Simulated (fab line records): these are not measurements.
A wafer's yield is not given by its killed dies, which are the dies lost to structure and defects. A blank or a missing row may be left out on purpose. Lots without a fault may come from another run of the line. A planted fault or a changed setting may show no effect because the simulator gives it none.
Comparing a struck lot with a sound one | flow sky130 | 29 out of 708 route steps
Sound: the wafers L733.1, L733.5, L733.6. Struck: wafers L731.1, L731.3, L731.4. At the end, the cause is stated.
Per side, at each step with rows, come the tool, then ch with its chambers, and then its first start. Under that, the readings that differ: sound wafers | struck wafers | difference of the means | sigmas: that difference in standard deviations of wafers without a fault.
alike: same words and numbers on both sides, and readings whose means sit less than 2 such deviations apart. not compared: any withheld reading, any reading some wafer has no value for, any bound like >300 that may hide the same value, and any number with overlapping values for which the record gives no deviation.
The two part at a step that has a row with sigmas, a row that says differs or no value, or rows on one side only. When numbers do not overlap yet have no deviation, they are printed without sigmas and do not part them. Lack of a reading on every wafer of one side parts them only where that side has two or more wafers.

SKY_FIELD_ISO_BOW_MEAS_00:
  struck on filmMetro-02, day 5 04:00; sound on filmMetro-01, day 5 14:00
  alike: INCOMING_BOW
then, 1 step without rows for these wafers: SKY_FIELD_ISO_OXIDATION_01 (stabilise 600 s, purge 300 s, target thk 12 nm).
SKY_FIELD_ISO_THK_MEAS_02:
  struck on filmMetro-04, day 5 05:38; sound on filmMetro-02, day 5 15:38
reading                         | sound             | struck            | difference | sigmas
FIELD_ISO_OXIDATION_00_THK (nm) | 12.20 12.28 12.13 | 11.88 11.62 11.64 | -0.49      | -2
SKY_FIELD_ISO_CVD_03: deposits Si3N4 from DCS/NH3, target thk 165 nm, time 2830 s.
  sound on lpcvd-02 ch 1, day 5 15:41; struck on lpcvd-02 ch 1, day 5 05:41
  no value came back on the struck wafers for pressureMtorr (mTorr), spikeTcBottomC (C), spikeTcTopC (C); on the sound wafers pressureMtorr (mTorr) reads 249.5 249.5 250.6
then, 8 steps without rows for these wafers: SKY_FIELD_ISO_DEHYDRATE_05 (time 60 s); SKY_FIELD_ISO_HMDS_06 (prime time 60 s); SKY_FIELD_ISO_COAT_07 (resist thk 60 nm); SKY_FIELD_ISO_COAT_08 (resist thk 450 nm); SKY_FIELD_ISO_SOFTBAKE_09 (time 90 s); SKY_FIELD_ISO_EXPOSE_10 (exposes mask FOM, target cd 150 nm); SKY_FIELD_ISO_PEB_11; SKY_FIELD_ISO_DEVELOP_12 (develop time 60 s).
SKY_FIELD_ISO_CD_MEAS_13 targets a cd of 150 nm.
  struck on cdSem-01, day 6 01:47; sound on cdSem-02, day 6 12:13
  alike: cdNm
SKY_FIELD_ISO_ETCH_14: etches BARC in N2/H2, stops on SiO2, time 45.9 s, target depth 60 nm.
  sound on rieDiel-03 ch 1,2,3, day 6 12:20; struck on rieDiel-03 ch 0,1,3, day 6 01:54
  alike: chamberPressureMTorr, drypumpMotorCurrentA, oesProductAu, throttleValvePct
  not compared: rfHoursCounterH
SKY_FIELD_ISO_ETCH_15: etches the open film in CHF3/O2, stops on Si, target depth 180 nm, time 72 s.
  sound on rieDiel-03 ch 1,2,3, day 6 12:22; struck on rieDiel-03 ch 0,1,3, day 6 01:56
reading                 | sound             | struck            | difference | sigmas
oesProductAu (a.u.)     | 0.957 0.960 0.959 | 0.992 0.983 0.988 | +0.029     | +4
throttleValvePct (%)    | 8.834 8.844 8.847 | 8.863 8.865 8.859 | +0.021     | +2
model.etch.depthNm (nm) | 168.7 167.9 168   | 180 179.4 176.1   | +10        | 
  alike: O2_flow_sccm, chamberPressureMTorr, drypumpMotorCurrentA
  not compared: rfHoursCounterH
SKY_FIELD_ISO_STRIP_16: strips in O2/N2.
  sound on plasmaAsher-02 ch 0,1, day 6 12:26; struck on plasmaAsher-04 ch 0,1, day 6 02:00
  alike: chamberPressureMTorr, drypumpMotorCurrentA, oesProductAu, stripTimeToEndpointS
  not compared: rfHoursCounterH
SKY_FIELD_ISO_ETCH_17: etches Si in HBr/Cl2/O2, target depth 342 nm, time 97.7 s.
  sound on rieSi-01 ch 0,3, day 6 12:32; struck on rieSi-01 ch 1,2,3, day 6 02:06
  alike: O2_flow_sccm, chamberPressureMTorr, drypumpMotorCurrentA, oesProductAu, throttleValvePct
  not compared: rfHoursCounterH
then, 4 steps without rows for these wafers: SKY_FIELD_ISO_WET_ETCH_18 (etches Si3N4 in H3PO4, target depth 25 nm, time 286 s); SKY_FIELD_ISO_CLEAN_19 (cleans in SC1/SC2, time 150 s); SKY_FIELD_ISO_CLEAN_20 (cleans in dHF, time 20 s); SKY_FIELD_ISO_WET_ETCH_21 (etches SiO2 in dHF, target depth 20 nm, time 400 s).
SKY_FIELD_ISO_OXIDATION_22: stabilise 600 s, purge 300 s, target thk 10 nm.
  sound on furnace-02 ch 0, day 6 14:17; struck on furnace-02 ch 0, day 6 02:28
reading                                         | sound             | struck         | difference | sigmas
model.SiO2_of_FIELD_ISO_OXIDATION_01.thkNm (nm) | 12.25 12.29 12.14 | 10.02 10 10.09 | -2.19      | 
  alike: spikeTcTopC
SKY_FIELD_ISO_THK_MEAS_23:
  struck on filmMetro-04, day 6 03:38; sound on filmMetro-02, day 6 15:27
reading                         | sound             | struck | difference                    | sigmas
FIELD_ISO_OXIDATION_01_THK (nm) | 10.28 10.04 10.30 | - - -  | no value on the struck wafers | 
then, 2 steps without rows for these wafers: SKY_FIELD_ISO_CVD_24 (deposits SiO2, target thk 595 nm, time 99.2 s); SKY_FIELD_ISO_ANNEAL_26 (time 1800 s).
SKY_FIELD_ISO_CMP_27: polishes, stops on Si3N4, t overpolish 16 s, target thk 457.8 nm.
  sound on cmp-02 ch 0,1,3, day 6 21:26; struck on cmp-02 ch 0,2,3, day 6 06:32
  alike: headPressurePsi, motorCurrentA
then, 1 step without rows for these wafers: SKY_FIELD_ISO_WET_ETCH_28 (etches SiO2 in dHF, target depth 23.7 nm, time 47 s).
SKY_FIELD_ISO_WET_ETCH_29: etches Si3N4 in H3PO4, target depth 160 nm, time 1825 s.
  sound on wetBench-02 ch 3, day 6 21:40; struck on wetBench-02 ch 0, day 6 06:51
reading                                         | sound             | struck            | difference | sigmas
model.SiO2_of_FIELD_ISO_OXIDATION_01.thkNm (nm) | 11.94 11.99 11.83 | 9.697 9.676 9.767 | -2.207     | 
then, 1 step without rows for these wafers: SKY_FIELD_ISO_WET_ETCH_30 (etches SiO2 in dHF, target depth 25 nm, time 48.96 s).

WHERE THEY PART
At SKY_FIELD_ISO_THK_MEAS_02 first; at SKY_FIELD_ISO_THK_MEAS_23 last (within this record only). Later steps at which nothing parts them and some readings are alike: SKY_FIELD_ISO_CMP_27.

WHY: the cause the simulator had injected
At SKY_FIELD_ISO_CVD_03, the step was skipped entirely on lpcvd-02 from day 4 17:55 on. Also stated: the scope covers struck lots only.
